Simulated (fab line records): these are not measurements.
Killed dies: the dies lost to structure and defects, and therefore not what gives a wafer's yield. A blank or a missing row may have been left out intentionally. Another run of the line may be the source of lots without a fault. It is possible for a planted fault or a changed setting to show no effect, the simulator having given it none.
Matching of chambers	flow sky130	cmp-02 running SKY_LI_CONTACT_CMP_02: 4 sister chambers
The step polishes PSG. 8 wafers are shown with their chamber, then 7 later ones without.

## WAFERS, EACH WITH ITS CHAMBER
wafer	chamber	motor_current_A (A)	time_to_endpoint_s (s)
L666.5	2	12.6	33.4
L680.2	0	12.5	30.8
L680.4	1	13.4	30.9
L681.1	2	12.7	32.9
L681.3	3	12.0	25.9
L681.4	1	13.5	30.9
L684.4	3	11.6	33.6
L684.5	0	11.3	33.6

## WAFERS WHOSE CHAMBER IS MISSING
wafer	motor_current_A (A)	time_to_endpoint_s (s)
L684.6	13.5	29.8
L685.1	12.9	34.4
L685.2	11.5	30.8
L685.5	13.9	32.4
L686.1	11.5	32.4
L686.5	12.6	36.4
L686.6	14.0	35.1

## WHICH CHAMBER EACH WENT THROUGH
wafer	from the rows above	in truth
L684.6	can't be placed: 1 or 2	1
L685.1	can't be placed: 2 or 1 or 0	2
L685.2	can't be placed: 3 or 0 or 2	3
L685.5	can't be placed: 1 or 2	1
L686.1	can't be placed: 0 or 3 or 2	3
L686.5	can't be placed: 2 or 0 or 1 or 3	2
L686.6	can't be placed: 1 or 2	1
Correctly placed: 0 of 7. Unplaceable from these rows: 7, with the true chamber sitting among the candidates in 7. Number placed wrongly: 0.
How it was worked out, from the rows above alone: a wafer's distance from a chamber is the root of the sum, over the readings, of the square of ((its reading less the chamber's mean) divided by the reading's scatter). If the next closest chamber is less than 2 further off than the closest, the wafer can't be placed; otherwise it belongs to the closest. Each chamber's mean is taken over the wafers shown for it. The scatter: take each reading less its chamber's mean, square it, sum over the shown wafers, divide by the number of wafers less the number of chambers, and take the root.
